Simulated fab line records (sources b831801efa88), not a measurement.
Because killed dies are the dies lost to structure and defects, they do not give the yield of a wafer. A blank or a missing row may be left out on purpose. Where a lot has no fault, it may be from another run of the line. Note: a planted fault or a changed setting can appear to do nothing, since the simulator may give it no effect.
fab line records	flow sky130
[record] lots = 11	wafers = 33	lastDay = 50
route steps=708 shown POLY_CUT@316 LI_CONTACT@364 PAD_OPEN@708
lots with no fault: from the same line, run without faults
startH: the number of hours between the record's first day and the start of the first shown wafer of the lot	waitH: time in hours since the lot's previous step	" identical to the entry in the row above	L1.1+2: one row covering several wafers at once	- value missing, or start not given	* or withheld: withheld	< > ~ a bound
route shown NAME@n: a module of which the file shows steps, and the number in the route of the first	usual: mean and standard deviation over wafers with no fault	same: alike in all rows	chamber/n: place in a boat	sites: readings site by site	_std_site: the standard deviation of these	_edge_site: mean of outer sites minus mean of inner sites	radiusMm: how far each site lies from the wafer's centre	mask NAME#n: copy n	behind: tool/chamber where the wafer was last shaped	hold: reason for holding the lot/hours on hold/outcome of the hold	device: names the non-switching transistor (n, p or np)	end of line: the tests these same wafers got at the end of their route	a step with no rows: only its recipe	killed: count of dies lost to structure and defects at first sort (not the wafer's yield)	map: per-die view of a wafer (x killed, . not killed, _ where there is no die)
set.NAME: the run value of the setting; set.NAME@STEP: its run value at that earlier step	model.NAME: the simulator's own value behind a step, which no gauge read
steps of the route over a sample of lots; a table a step, a row a wafer
services: the hour from which a tool's chamber was out of use, counted from the record's first day as startH (under 0 if before that day), plus the number of hours and why
[[steps]]
[step SKY_POLY_CUT_OVL_MEAS_09]
[usual] POLY_CUT_OVL = -5/5.7
lot.wafer	tool	chamber	startH	waitH	POLY_CUT_OVL[nm]
L416.1	overlay-01	-	571.71	0.1	-3
L416.3	"	-	"	"	-2
L416.6	"	-	"	"	-7
L420.1	overlay-01	-	598.42	0.1	4
L420.5	"	-	"	"	-5
L420.6	"	-	"	"	-5
L421.2	overlay-01	-	608.00	0.1	-14
L421.3	"	-	"	"	5
L421.4	"	-	"	"	2
L428.1	overlay-02	-	660.21	0.1	-5
L428.4	"	-	"	"	-11
L428.6	"	-	"	"	-5
L429.2	overlay-02	-	668.73	0.1	-13
L429.4	"	-	"	"	-11
L429.6	"	-	"	"	-11
L430.1	overlay-02	-	679.34	0.1	-3
L430.3	"	-	"	"	0
L430.4	"	-	"	"	-7
L432.1	overlay-02	-	692.67	0.1	2
L432.2	"	-	"	"	0
L432.4	"	-	"	"	-4
L436.1	overlay-02	-	723.97	0.1	-6
L436.2	"	-	"	"	1
L436.4	"	-	"	"	-3
L437.2	overlay-01	-	736.50	0.1	-16
L437.3	"	-	"	"	-15
L437.6	"	-	"	"	-17
L438.1	overlay-01	-	739.34	0.1	-6
L438.3	"	-	"	"	-17
L438.5	"	-	"	"	-8
L439.2	overlay-02	-	743.80	0.1	3
L439.3	"	-	"	"	0
L439.4	"	-	"	"	4
[step SKY_LI_CONTACT_CMP_02]
[recipe] material = PSG	downForcePsi = 4	platenRpm = 60	padVelocityMS = 0.94248
[usual] motorCurrentA = 12.2/1.2	timeToEndpointS = 34/4.2
lot.wafer	tool	chamber	startH	waitH	motorCurrentA	timeToEndpointS
L416.1	cmp-02	2	660.96	0.1	10.7	46
L416.3	"	0	"	"	13.1	31
L416.6	"	3	"	"	10.5	42
L420.1	cmp-01	1	685.66	0.2	13.9	37
L420.5	"	3	"	"	13.7	27
L420.6	"	0	"	"	13.0	35
L421.3	cmp-02	3	697.06	0.0	9.4	36
L421.4	"	0	"	"	13.4	29
L421.2	"	1	"	"	11.6	35
L428.1	cmp-01	3	746.05	0.1	13.2	28
L428.4	"	1	"	"	12.3	31
L428.6	"	2	"	"	11.7	34
L429.4	cmp-02	3	753.40	0.1	10.0	35
L429.2	"	0	"	"	13.2	33
L429.6	"	2	"	"	10.9	40
L430.3	cmp-01	3	764.51	0.1	13.4	26
L430.1	"	0	"	"	12.6	35
L430.4	"	1	"	"	13.1	35
L432.1	cmp-01	2	777.56	0.1	12.9	39
L432.4	"	3	"	"	13.6	29
L432.2	"	1	"	"	12.4	36
L436.4	cmp-02	3	806.23	0.0	10.2	35
L436.2	"	0	"	"	13.7	27
L436.1	"	1	"	"	12.0	31
L437.2	cmp-02	0	818.50	0.1	13.3	32
L437.3	"	1	"	"	12.6	36
L437.6	"	0	"	"	13.6	30
L438.1	cmp-02	2	821.84	0.1	10.4	39
L438.3	"	0	"	"	12.4	27
L438.5	"	1	"	"	12.7	31
L439.4	cmp-02	1	825.84	0.0	12.4	32
L439.3	"	2	"	"	10.7	39
L439.2	"	3	"	"	10.2	35
[step SKY_LI_CONTACT_CD_MEAS_12]
[recipe] targetCdNm = 170
[usual] cdNm = 170.4/1.3
lot.wafer	tool	chamber	startH	waitH	cdNm
L416.1	cdSem-02	-	689.61	-	172.8
L416.3	"	-	"	"	172.8
L416.6	"	-	"	"	173.0
L420.1	cdSem-01	-	714.17	-	170.6
L420.5	"	-	"	"	168.9
L420.6	"	-	"	"	170.7
L421.2	cdSem-02	-	725.31	-	169.2
L421.3	"	-	"	"	169.0
L421.4	"	-	"	"	169.2
L428.1	cdSem-01	-	773.42	-	170.8
L428.4	"	-	"	"	172.5
L428.6	"	-	"	"	172.5
L429.2	cdSem-02	-	780.41	-	168.9
L429.4	"	-	"	"	169.1
L429.6	"	-	"	"	168.3
L430.1	cdSem-02	-	791.76	-	171.7
L430.3	"	-	"	"	170.4
L430.4	"	-	"	"	169.9
L432.1	cdSem-01	-	804.27	-	170.1
L432.2	"	-	"	"	170.5
L432.4	"	-	"	"	170.2
L436.1	cdSem-02	-	832.39	-	173.0
L436.2	"	-	"	"	173.8
L436.4	"	-	"	"	172.8
L437.2	cdSem-01	-	845.08	-	169.2
L437.3	"	-	"	"	169.6
L437.6	"	-	"	"	171.2
L438.1	cdSem-02	-	847.94	-	172.0
L438.3	"	-	"	"	170.5
L438.5	"	-	"	"	171.4
L439.2	cdSem-02	-	852.21	-	169.6
L439.3	"	-	"	"	169.4
L439.4	"	-	"	"	168.2
[step SKY_LI_CONTACT_CVD_21]
[recipe] material = W	targetThkNm = 400	timeS = 120.56	tempC = 400	pressureTorr = 40
[usual] heaterPowerW = 925/80	susceptorTempC = 400.02/0.2
[same] timeS = 120.56
lot.wafer	tool	chamber	startH	waitH	heaterPowerW	susceptorTempC
L416.1	cvdW-02	1	690.34	0.0	844	399.74
L416.3	"	0	"	"	963	400.05
L416.6	"	1	"	"	857	399.78
L420.1	cvdW-01	0	714.89	0.0	1037	399.86
L420.5	"	1	"	"	871	399.97
L420.6	"	0	"	"	1037	400.34
L421.2	cvdW-01	1	726.01	0.0	840	400.16
L421.3	"	0	"	"	1025	399.79
L421.4	"	1	"	"	835	400.24
L428.1	cvdW-01	1	774.16	0.0	837	399.64
L428.4	"	1	"	"	824	399.86
L428.6	"	0	"	"	1034	400.17
L429.2	cvdW-01	1	781.12	0.0	765	386.59
L429.4	"	1	"	"	767	386.15
L429.6	"	0	"	"	950	387.07
L430.1	cvdW-01	0	792.47	0.0	959	386.66
L430.3	"	1	"	"	794	386.32
L430.4	"	0	"	"	962	386.74
L432.1	cvdW-02	0	804.99	0.0	985	400.29
L432.2	"	1	"	"	857	399.74
L432.4	"	0	"	"	962	400.14
L436.1	cvdW-02	1	833.11	0.0	864	400.18
L436.2	"	0	"	"	941	400.35
L436.4	"	1	"	"	871	400.06
L437.2	cvdW-02	1	845.77	0.0	860	400.20
L437.3	"	0	"	"	948	400.09
L437.6	"	0	"	"	961	399.81
L438.1	cvdW-02	1	848.66	0.0	859	400.04
L438.3	"	0	"	"	972	400.11
L438.5	"	1	"	"	860	399.97
L439.2	cvdW-02	0	852.92	0.0	956	400.21
L439.3	"	0	"	"	970	400.18
L439.4	"	1	"	"	865	399.82
[step SKY_LI_CONTACT_RS_MEAS_22]
[recipe] thkMeasGauge = four-point-probe	reads = W_of_LI_CONTACT_CVD_21+TiN_of_LI_CONTACT_SPUTTER_20+Ti_of_LI_CONTACT_SPUTTER_19
[usual] LI_CONTACT_W_RS = 0.285/0.0048
lot.wafer	tool	chamber	startH	waitH	LI_CONTACT_W_RS[ohm/sq]
L416.1	filmMetro-02	-	690.46	0.1	0.286
L416.3	"	-	"	"	0.292
L416.6	"	-	"	"	0.286
L420.1	filmMetro-04	-	715.01	0.1	0.275
L420.5	"	-	"	"	0.278
L420.6	"	-	"	"	0.278
L421.2	filmMetro-02	-	726.15	0.1	0.284
L421.3	"	-	"	"	0.286
L421.4	"	-	"	"	0.287
L428.1	filmMetro-04	-	774.28	0.1	0.281
L428.4	"	-	"	"	0.278
L428.6	"	-	"	"	0.276
L429.2	filmMetro-02	-	781.27	0.1	0.365
L429.4	"	-	"	"	0.361
L429.6	"	-	"	"	0.366
L430.1	filmMetro-01	-	792.60	0.1	0.356
L430.3	"	-	"	"	0.361
L430.4	"	-	"	"	0.355
L432.1	filmMetro-02	-	805.11	0.1	0.292
L432.2	"	-	"	"	0.287
L432.4	"	-	"	"	0.292
L436.1	filmMetro-01	-	833.23	0.1	0.284
L436.2	"	-	"	"	0.288
L436.4	"	-	"	"	0.285
L437.2	filmMetro-04	-	845.92	0.1	0.287
L437.3	"	-	"	"	0.290
L437.6	"	-	"	"	0.293
L438.1	filmMetro-01	-	848.78	0.1	0.287
L438.3	"	-	"	"	0.293
L438.5	"	-	"	"	0.286
L439.2	filmMetro-04	-	853.07	0.1	0.290
L439.3	"	-	"	"	0.291
L439.4	"	-	"	"	0.290
[step SKY_LI_CONTACT_THK_MEAS_23]
[recipe] thkMeasGauge = xrf	reads = W_of_LI_CONTACT_CVD_21
[usual] LI_CONTACT_W_THK = 426/10
lot.wafer	tool	chamber	startH	waitH	LI_CONTACT_W_THK[nm]
L416.1	filmMetro-02	-	690.58	0.1	432
L416.3	"	-	"	"	421
L416.6	"	-	"	"	428
L420.1	filmMetro-04	-	715.13	0.1	442
L420.5	"	-	"	"	434
L420.6	"	-	"	"	435
L421.2	filmMetro-02	-	726.26	0.1	444
L421.3	"	-	"	"	437
L421.4	"	-	"	"	432
L428.1	filmMetro-04	-	774.40	0.1	432
L428.4	"	-	"	"	434
L428.6	"	-	"	"	437
L429.2	filmMetro-02	-	781.38	0.1	333
L429.4	"	-	"	"	337
L429.6	"	-	"	"	332
L430.1	filmMetro-01	-	792.72	0.1	336
L430.3	"	-	"	"	334
L430.4	"	-	"	"	336
L432.1	filmMetro-02	-	805.23	0.1	420
L432.2	"	-	"	"	424
L432.4	"	-	"	"	420
L436.1	filmMetro-01	-	833.35	0.1	427
L436.2	"	-	"	"	420
L436.4	"	-	"	"	425
L437.2	filmMetro-04	-	846.03	0.1	413
L437.3	"	-	"	"	406
L437.6	"	-	"	"	407
L438.1	filmMetro-01	-	848.90	0.1	418
L438.3	"	-	"	"	412
L438.5	"	-	"	"	423
L439.2	filmMetro-04	-	853.18	0.1	406
L439.3	"	-	"	"	406
L439.4	"	-	"	"	407
[step SKY_LI_CONTACT_CMP_24]
[recipe] stopOn = PSG	tOverpolishS = 20	downForcePsi = 3.5	platenRpm = 60	targetThkNm = 0	padVelocityMS = 0.94248
[usual] motorCurrentA = 11.2/1.1	timeToEndpointS = 98/5.8
lot.wafer	tool	chamber	startH	waitH	motorCurrentA	timeToEndpointS
L416.3	cmp-01	2	690.74	0.1	11.4	95
L416.1	"	3	"	"	12.2	83
L416.6	"	1	"	"	11.5	95
L420.1	cmp-02	1	715.24	0.1	11.7	103
L420.5	"	0	"	"	12.1	95
L420.6	"	1	"	"	11.3	104
L421.3	cmp-02	1	726.31	0.0	11.4	100
L421.4	"	3	"	"	9.6	104
L421.2	"	0	"	"	11.8	94
L428.4	cmp-02	3	774.51	0.1	9.1	105
L428.1	"	1	"	"	11.4	99
L428.6	"	2	"	"	9.7	107
L429.2	cmp-02	1	781.43	0.0	11.4	75
L429.4	"	3	"	"	9.1	80
L429.6	"	1	"	"	11.4	74
L430.3	cmp-01	0	792.78	0.0	12.4	83
L430.1	"	2	"	"	11.1	83
L430.4	"	3	"	"	12.4	70
L432.1	cmp-02	1	805.29	0.1	11.3	100
L432.2	"	3	"	"	9.5	103
L432.4	"	0	"	"	13.3	86
L436.1	cmp-02	0	833.41	0.1	11.8	89
L436.2	"	2	"	"	9.5	105
L436.4	"	3	"	"	8.7	100
L437.3	cmp-01	3	846.08	0.0	11.7	87
L437.2	"	2	"	"	12.0	97
L437.6	"	0	"	"	11.9	99
L438.3	cmp-01	2	849.01	0.1	11.0	96
L438.1	"	0	"	"	12.1	100
L438.5	"	2	"	"	10.9	100
L439.4	cmp-01	2	853.45	0.2	11.5	104
L439.3	"	3	"	"	12.1	86
L439.2	"	0	"	"	11.9	98
[step SKY_PAD_OPEN_PROBE_99]
[usual] killed_at_M0_to_M3 = 43/6.7	killed_at_M4_up = 3.2/2.1	killedAtContacts = 25/5.9	killedAtFrontEnd = 16/4.7	killedAtOther = 0.3/0.54	killedDies = 87/9.8	killedOnRim = 17/3.7	killedOpen = 47/6.7	killedShort = 40/6.5
[same] grossDies = 492	killedAtBackSide = 0
lot.wafer	tool	chamber	startH	waitH	killed_at_M0_to_M3	killed_at_M4_up	killedAtContacts	killedAtFrontEnd	killedAtOther	killedDies	killedOnRim	killedOpen	killedShort
L428.1	prober-02	-	1150.69	0.1	39	3	26	14	0	82	11	48	34
L428.4	prober-02	-	1150.85	0.2	37	3	20	25	1	86	17	43	43
L428.6	prober-02	-	1150.94	0.2	42	3	29	15	1	90	13	45	45
L430.1	prober-02	-	1161.40	0.1	48	1	22	6	0	77	16	48	29
L430.3	prober-02	-	1161.50	0.2	60	5	14	12	0	91	12	44	47
L430.4	prober-02	-	1161.55	0.2	43	6	34	21	0	104	21	60	44
L432.1	prober-02	-	1171.11	0.1	49	2	21	17	0	89	21	46	43
L432.2	prober-02	-	1171.16	0.1	46	2	21	16	0	85	15	48	37
L432.4	prober-02	-	1171.26	0.2	43	4	16	14	1	78	13	42	36
L438.1	prober-02	-	1198.95	0.1	40	3	10	16	0	69	12	30	37
L438.3	prober-02	-	1199.05	0.2	39	2	27	18	0	86	15	45	40
L438.5	prober-02	-	1199.15	0.2	42	2	21	19	0	84	13	43	41
L439.2	prober-01	-	1201.88	0.1	46	4	28	9	0	87	21	47	40
L439.3	prober-01	-	1201.93	0.2	40	3	35	15	0	93	15	53	40
L439.4	prober-01	-	1201.98	0.2	51	0	19	11	0	81	18	52	29
// killed by level:class
L428.1 VIA3:geometricParticle:open=9 CONTACT:geometricParticle:open=9 VIA1:geometricParticle:open=8 FIELD_ISO:geometricParticle:open=6 VIA2:geometricParticle:open=6 LI_CONTACT:geometricParticle:open=5 CONTACT:geometricParticle:short=4 LI_CONTACT:geometricParticle:short=4
L428.4 FIELD_ISO:geometricParticle:short=7 CONTACT:geometricParticle:open=7 METAL1:geometricParticle:short=7 FIELD_ISO:geometricParticle:open=6 CONTACT:geometricParticle:short=6 POLY_GATE:geometricParticle:short=5 METAL1:geometricParticle:open=5 VIA1:geometricParticle:open=5
L428.6 CONTACT:geometricParticle:open=10 VIA1:geometricParticle:open=8 CONTACT:geometricParticle:short=8 FIELD_ISO:geometricParticle:open=7 VIA2:geometricParticle:open=7 LI_CONTACT:geometricParticle:open=6 METAL1:geometricParticle:short=6 VIA1:geometricParticle:short=5
L430.1 VIA1:geometricParticle:open=18 CONTACT:geometricParticle:open=11 VIA1:geometricParticle:short=9 VIA2:geometricParticle:open=6 METAL1:geometricParticle:short=5 LI_CONTACT:geometricParticle:open=4 LI_CONTACT:geometricParticle:short=3 CONTACT:geometricParticle:short=3
L430.3 VIA3:geometricParticle:open=9 VIA1:geometricParticle:short=8 LI_CONTACT:geometricParticle:open=7 METAL1:geometricParticle:short=7 VIA1:geometricParticle:open=7 FIELD_ISO:geometricParticle:short=6 VIA2:geometricParticle:open=6 VIA2:geometricParticle:short=6
L430.4 CONTACT:geometricParticle:open=13 LI_CONTACT:geometricParticle:open=10 FIELD_ISO:geometricParticle:open=8 VIA2:geometricParticle:open=8 VIA1:geometricParticle:open=7 LOCAL_INTERCONNECT:geometricParticle:short=6 METAL1:geometricParticle:short=6 FIELD_ISO:geometricParticle:short=5
L432.1 VIA1:geometricParticle:open=16 FIELD_ISO:geometricParticle:short=8 LI_CONTACT:geometricParticle:open=8 CONTACT:geometricParticle:short=8 METAL2:geometricParticle:short=8 METAL1:geometricParticle:short=5 VIA2:geometricParticle:open=5 VIA2:geometricParticle:short=4
L432.2 VIA3:geometricParticle:open=8 METAL1:geometricParticle:short=7 POLY_GATE:geometricParticle:open=7 CONTACT:geometricParticle:open=7 VIA1:geometricParticle:open=7 VIA1:geometricParticle:short=6 LOCAL_INTERCONNECT:geometricParticle:short=5 CONTACT:geometricParticle:short=5
L432.4 VIA2:geometricParticle:open=10 CONTACT:geometricParticle:open=10 METAL2:geometricParticle:short=8 FIELD_ISO:geometricParticle:open=5 VIA1:geometricParticle:open=5 METAL1:geometricParticle:short=5 VIA3:geometricParticle:open=5 SONOS_ONO:geometricParticle:short=3
L438.1 METAL1:geometricParticle:short=8 VIA3:geometricParticle:open=6 METAL2:geometricParticle:short=5 VIA2:geometricParticle:open=5 VIA2:geometricParticle:short=4 POLY_GATE:geometricParticle:short=4 FIELD_ISO:geometricParticle:open=3 POLY_GATE:geometricParticle:open=3
L438.3 LI_CONTACT:geometricParticle:open=9 VIA1:geometricParticle:open=8 LOCAL_INTERCONNECT:geometricParticle:short=6 VIA2:geometricParticle:open=6 VIA3:geometricParticle:open=6 FIELD_ISO:geometricParticle:short=5 CONTACT:geometricParticle:short=5 CONTACT:geometricParticle:open=5
L438.5 VIA2:geometricParticle:open=12 FIELD_ISO:geometricParticle:open=7 CONTACT:geometricParticle:short=7 VIA1:geometricParticle:open=7 FIELD_ISO:geometricParticle:short=6 LI_CONTACT:geometricParticle:open=6 CONTACT:geometricParticle:open=5 VIA1:geometricParticle:short=5
L439.2 VIA1:geometricParticle:open=16 LI_CONTACT:geometricParticle:open=7 CONTACT:geometricParticle:open=7 CONTACT:geometricParticle:short=7 METAL1:geometricParticle:short=7 VIA1:geometricParticle:short=6 METAL2:geometricParticle:short=5 VIA2:geometricParticle:open=4
L439.3 VIA1:geometricParticle:open=10 CONTACT:geometricParticle:open=9 CONTACT:geometricParticle:short=8 LI_CONTACT:geometricParticle:open=7 METAL2:geometricParticle:short=6 LI_CONTACT:geometricParticle:short=5 LOCAL_INTERCONNECT:geometricParticle:short=5 VIA2:geometricParticle:open=5
L439.4 VIA1:geometricParticle:open=16 CONTACT:geometricParticle:open=10 METAL1:geometricParticle:short=9 VIA2:geometricParticle:open=8 POLY_GATE:geometricParticle:open=4 VIA1:geometricParticle:short=4 FIELD_ISO:geometricParticle:short=3 LI_CONTACT:geometricParticle:open=3
[[services]]
tool	chamber	startH	hours	kind
cvdW-02	-	672.82	6.9	pm
cvdW-01	-	676.26	0.2	repair
cmp-02	-	680.15	2.4	repair
cvdW-02	1	681.75	4.5	repair
cmp-02	-	692.43	1.9	repair
cvdW-01	0	729.98	13.1	repair
cmp-02	-	733.73	2.4	repair
cvdW-01	-	743.38	1.3	repair
cmp-02	-	744.00	4.0	pm
cmp-02	-	748.00	-	consumableReplace:conditioner
cmp-02	-	748.00	-	consumableReplace:pad
cmp-02	-	748.00	4.7	pm
cmp-02	-	764.18	1.1	repair
cmp-01	-	804.57	1.5	repair
cvdW-01	-	814.51	0.9	repair
cmp-01	-	820.68	5.3	pm
[[key]]
[firstSign] step = SKY_LI_CONTACT_CVD_21	reading = susceptorTempC	direction = down	sigmas = 67	usual = *	struck = *
[effect] step = SKY_LI_CONTACT_RS_MEAS_22	reading = LI_CONTACT_W_RS	direction = up	sigmas = 16	usual = 0.285	struck = 0.361
[effect] step = SKY_LI_CONTACT_THK_MEAS_23	reading = LI_CONTACT_W_THK	direction = down	sigmas = 9	usual = 426	struck = 335
[effect] step = SKY_LI_CONTACT_CMP_24	reading = timeToEndpointS	direction = down	sigmas = 3.6	usual = *	struck = *
metAt SKY_LI_CONTACT_CVD_21
struckLots L429,L430
testerLeftOut L429,L430
notActingAt SKY_POLY_CUT_OVL_MEAS_09,SKY_LI_CONTACT_CMP_02,SKY_LI_CONTACT_CD_MEAS_12
onsetBetween 774.16 781.12
[fault] kind = processParameterDrift	tool = cvdW-01	chamber = -	onsetH = 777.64	steps = SKY_LI_CONTACT_CVD_21	channel = tempC	offset = *	shape = step	endH = 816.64	actsIn = *	stated = *
// testerLeftOut: of these lots the tester's yield and bins aren't shown, on N5 and GAA mostly nor the transistor test; their killed dies are dies lost to structure and defects alone, not to doping, threshold or leakage, so they don't give the yield
